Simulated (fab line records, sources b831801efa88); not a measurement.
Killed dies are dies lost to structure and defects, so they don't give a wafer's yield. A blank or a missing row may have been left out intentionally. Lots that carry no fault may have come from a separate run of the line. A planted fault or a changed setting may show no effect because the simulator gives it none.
fab line records	flow gf180mcu
record lots=12	wafers=36	last-day=34
route steps=602 shown DUAL_GATE@156 M3@423 V3@430
lots with no fault: from the same line, run without faults
start-h: hours from the record's first day to the start of the lot's first wafer shown	wait-h: how many hours have passed since the lot's step before this one	" as in the row above	L1.1+2: one row covering several wafers at once	- value missing, or start not given	* or withheld: withheld	< > ~ a bound
route shown NAME@n: names a module that has steps shown in the file, with the first one's number in the route	usual: the fault-free wafers' mean and standard deviation	same: alike in all rows	chamber/n: place in a boat	sites: the reading at each site	_std_site: the standard deviation of these	_edge_site: mean of outer sites minus mean of inner sites	radius-mm: for every site, how far away it sits from the centre of the wafer	mask NAME#n: copy n	behind: tool/chamber where the wafer was last shaped	hold: cause of the lot's hold/its duration in hours/its outcome	device: transistor that didn't switch, given as n, p or np	end of line: tests of these same wafers at the route's end	step lacking rows: just its recipe	killed: at the first sort, the dies lost to defects and structure; wafer yield is something else	map: dies across one wafer; x = killed, . = not, _ = none there
set.NAME: the run value of the setting; set.NAME@STEP: its run value at that earlier step	model.NAME: the simulator's own value behind a step, which no gauge read
steps of the route over a sample of lots; a table a step, a row a wafer
services: a tool's chamber out of use, with start hour (start-h, from the record's first day; less than 0 if before it), hours out, and reason
## steps
# step GF_DUAL_GATE_OXIDATION_15
# recipe temp-c=850	ambient=O2	stabilise-s=600	purge-s=300	target-thk-a=70.98	ox-time-s=1995
# usual spike-tc-centre-C=850.4/1.2	spike-tc-lower-C=850.5/1	spike-tc-upper-C=850.1/1	zone-power-centre-pct=17.42/0.22	zone-power-lower-pct=17.5/0.46	zone-power-upper-pct=19.14/0.25
# same stabilise-s=600
lot.wafer	tool	chamber	start-h	wait-h	spike-tc-centre-C	spike-tc-lower-C	spike-tc-upper-C	zone-power-centre-pct	zone-power-lower-pct	zone-power-upper-pct
L314.2	furnace-02	0	172.21	0.0	850.6	849.5	850.3	17.48	18.1	18.91
L314.4	"	0	"	"	851.3	849.6	848.8	17.86	18.0	18.81
L314.6	"	0	"	"	851.9	851.4	850.6	17.66	18.4	18.45
L315.2	furnace-02	0	183.50	0.0	850.8	849.5	849.6	17.82	18.3	18.66
L315.3	"	0	"	"	852.7	850.7	849.3	17.69	18.4	18.84
L315.6	"	0	"	"	851.4	849.3	849.2	17.51	18.2	19.03
L316.1	furnace-01	0	186.42	1.0	851.2	851.1	851.5	17.65	17.4	18.99
L316.2	"	0	"	"	849.3	851.7	849.5	17.79	17.2	19.30
L316.5	"	0	"	"	849.4	850.2	848.3	17.51	17.0	19.48
L317.1	furnace-01	0	194.29	0.0	850.1	849.4	849.6	17.23	17.2	19.14
L317.4	"	0	"	"	850.8	851.2	848.9	17.62	17.3	19.20
L317.6	"	0	"	"	850.1	851.0	850.3	17.55	17.3	18.85
L318.3	furnace-01	0	204.59	0.3	850.0	849.3	849.4	17.30	17.1	19.11
L318.4	"	0	"	"	850.8	850.7	851.5	17.35	17.1	19.41
L318.6	"	0	"	"	849.8	850.7	848.9	17.35	17.1	19.32
L319.3	furnace-01	0	208.98	1.1	849.5	849.9	849.0	17.25	17.1	19.06
L319.5	"	0	"	"	849.6	852.0	847.9	17.37	17.2	19.21
L319.6	"	0	"	"	850.3	850.3	849.8	17.30	17.5	19.31
L321.2	furnace-01	0	227.41	0.6	848.4	848.9	848.4	16.98	16.9	19.13
L321.5	"	0	"	"	848.7	850.8	851.0	17.25	17.0	19.13
L321.6	"	0	"	"	849.9	848.5	849.3	17.23	17.1	19.40
L325.1	furnace-01	0	253.33	0.0	827.0	852.8	854.4	9.46	21.3	24.16
L325.2	"	0	"	"	829.7	854.2	853.0	9.62	21.3	23.67
L325.5	"	0	"	"	826.7	853.8	854.3	9.58	21.5	24.18
L326.3	furnace-01	0	256.95	0.0	824.9	854.3	852.6	9.64	21.3	23.92
L326.4	"	0	"	"	827.6	853.8	853.3	9.62	21.3	23.79
L326.5	"	0	"	"	827.7	855.4	852.6	9.45	21.5	23.74
L327.1	furnace-01	0	264.58	0.8	827.4	854.9	852.8	9.51	21.2	23.76
L327.3	"	0	"	"	827.2	853.3	852.5	9.64	21.2	23.70
L327.5	"	0	"	"	826.4	852.7	854.2	9.58	21.1	23.75
L335.1	furnace-02	0	326.93	4.1	850.4	848.9	850.9	17.59	18.1	18.48
L335.2	"	0	"	"	851.3	849.9	851.8	17.56	18.1	18.96
L335.3	"	0	"	"	850.1	849.3	850.0	17.63	17.8	18.67
L337.1	furnace-02	0	340.72	1.1	852.5	850.0	850.1	17.73	18.2	18.93
L337.3	"	0	"	"	853.5	850.4	849.3	17.69	18.1	18.81
L337.5	"	0	"	"	851.1	848.7	849.2	17.70	18.6	18.55
# step GF_M3_CD_MEAS_14
# recipe target-cd-nm=280
# usual cd-nm=280.2/1.2
lot.wafer	tool	chamber	start-h	wait-h	cd-nm
L314.2	cd-sem-01	-	479.16	0.1	279.3
L314.4	"	-	"	"	278.4
L314.6	"	-	"	"	278.5
L315.2	cd-sem-01	-	494.36	0.1	278.0
L315.3	"	-	"	"	278.7
L315.6	"	-	"	"	278.9
L316.1	cd-sem-02	-	496.89	0.1	279.4
L316.2	"	-	"	"	281.1
L316.5	"	-	"	"	279.1
L317.1	cd-sem-01	-	507.69	0.1	280.4
L317.4	"	-	"	"	280.6
L317.6	"	-	"	"	280.3
L318.3	cd-sem-01	-	519.98	0.1	279.6
L318.4	"	-	"	"	278.9
L318.6	"	-	"	"	278.1
L319.3	cd-sem-01	-	529.83	0.1	279.6
L319.5	"	-	"	"	278.6
L319.6	"	-	"	"	280.0
L321.2	cd-sem-01	-	550.88	0.1	281.6
L321.5	"	-	"	"	281.1
L321.6	"	-	"	"	280.3
L325.1	cd-sem-02	-	585.44	0.1	281.5
L325.2	"	-	"	"	281.3
L325.5	"	-	"	"	280.8
L326.3	cd-sem-01	-	586.48	0.1	279.3
L326.4	"	-	"	"	279.2
L326.5	"	-	"	"	279.5
L327.1	cd-sem-01	-	600.64	0.1	280.1
L327.3	"	-	"	"	279.3
L327.5	"	-	"	"	279.8
L335.1	cd-sem-02	-	656.39	0.1	279.9
L335.2	"	-	"	"	280.1
L335.3	"	-	"	"	281.1
L337.1	cd-sem-01	-	672.44	0.1	278.8
L337.3	"	-	"	"	278.7
L337.5	"	-	"	"	278.5
# step GF_M3_OVL_MEAS_15
# usual M3_OVL=-4/6.5
lot.wafer	tool	chamber	start-h	wait-h	M3_OVL[nm]
L314.2	overlay-02	-	479.27	0.1	2
L314.4	"	-	"	"	0
L314.6	"	-	"	"	6
L315.2	overlay-02	-	494.47	0.1	-6
L315.3	"	-	"	"	-8
L315.6	"	-	"	"	-7
L316.1	overlay-01	-	497.01	0.1	-2
L316.2	"	-	"	"	-6
L316.5	"	-	"	"	-7
L317.1	overlay-01	-	507.81	0.1	2
L317.4	"	-	"	"	-3
L317.6	"	-	"	"	0
L318.3	overlay-01	-	520.08	0.1	-11
L318.4	"	-	"	"	-8
L318.6	"	-	"	"	-4
L319.3	overlay-02	-	529.92	0.1	2
L319.5	"	-	"	"	1
L319.6	"	-	"	"	1
L321.2	overlay-01	-	550.99	0.1	3
L321.5	"	-	"	"	1
L321.6	"	-	"	"	-8
L325.1	overlay-01	-	585.56	0.1	-10
L325.2	"	-	"	"	4
L325.5	"	-	"	"	-3
L326.3	overlay-01	-	586.57	0.1	-4
L326.4	"	-	"	"	-10
L326.5	"	-	"	"	-9
L327.1	overlay-01	-	600.76	0.1	-13
L327.3	"	-	"	"	-14
L327.5	"	-	"	"	-14
L335.1	overlay-01	-	656.51	0.1	-4
L335.2	"	-	"	"	2
L335.3	"	-	"	"	-10
L337.1	overlay-01	-	672.56	0.1	-5
L337.3	"	-	"	"	-8
L337.5	"	-	"	"	-5
# step GF_V3_THK_MEAS_01
# recipe reads=SiO2_of_V3_CVD_00
# usual V3_CVD_00_THK=595/6.3
lot.wafer	tool	chamber	start-h	wait-h	V3_CVD_00_THK[nm]
L314.2	film-metro-04	-	480.04	0.0	603
L314.4	"	-	"	"	605
L314.6	"	-	"	"	611
L315.2	film-metro-02	-	495.25	0.0	590
L315.3	"	-	"	"	601
L315.6	"	-	"	"	596
L316.1	film-metro-03	-	497.99	0.1	589
L316.2	"	-	"	"	593
L316.5	"	-	"	"	587
L317.1	film-metro-02	-	508.66	0.1	591
L317.4	"	-	"	"	593
L317.6	"	-	"	"	587
L318.3	film-metro-04	-	520.89	0.1	589
L318.4	"	-	"	"	592
L318.6	"	-	"	"	586
L319.3	film-metro-02	-	530.70	0.1	585
L319.5	"	-	"	"	584
L319.6	"	-	"	"	591
L321.2	film-metro-04	-	551.77	0.0	585
L321.5	"	-	"	"	595
L321.6	"	-	"	"	589
L325.1	film-metro-02	-	586.37	0.0	599
L325.2	"	-	"	"	596
L325.5	"	-	"	"	604
L326.3	film-metro-03	-	587.38	0.1	594
L326.4	"	-	"	"	597
L326.5	"	-	"	"	598
L327.1	film-metro-03	-	601.53	0.0	603
L327.3	"	-	"	"	607
L327.5	"	-	"	"	601
L335.1	film-metro-02	-	657.29	0.0	600
L335.2	"	-	"	"	602
L335.3	"	-	"	"	601
L337.1	film-metro-02	-	673.38	0.0	593
L337.3	"	-	"	"	588
L337.5	"	-	"	"	582
## services
tool	chamber	start-h	hours	kind
furnace-02	-	198.08	3.8	pm
furnace-02	-	272.67	51.7	pm
furnace-01	-	324.60	5.7	pm
furnace-01	-	330.27	3.8	pm
## key
first-sign step=GF_DUAL_GATE_OXIDATION_15	reading=zone-power-centre-pct	direction=down	sigmas=36	usual=17.42	struck=9.57
effect step=GF_DUAL_GATE_OXIDATION_15	reading=zone-power-upper-pct	direction=up	sigmas=19	usual=19.14	struck=23.85
met-at GF_DUAL_GATE_OXIDATION_15
struck-lots L325,L326,L327
tester-left-out L325,L326,L327
not-acting-at GF_M3_CD_MEAS_14,GF_M3_OVL_MEAS_15,GF_V3_THK_MEAS_01
onset-between 227.41 253.33
fault kind=process-parameter-drift	tool=furnace-01	chamber=-	onset-h=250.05	steps=GF_DUAL_GATE_OXIDATION_15	channel=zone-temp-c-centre	offset=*	shape=step	end-h=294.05
# tester-left-out: of these lots the tester's yield and bins aren't shown, on N5 and GAA mostly nor the transistor test; their killed dies are dies lost to structure and defects alone, not to doping, threshold or leakage, so they don't give the yield
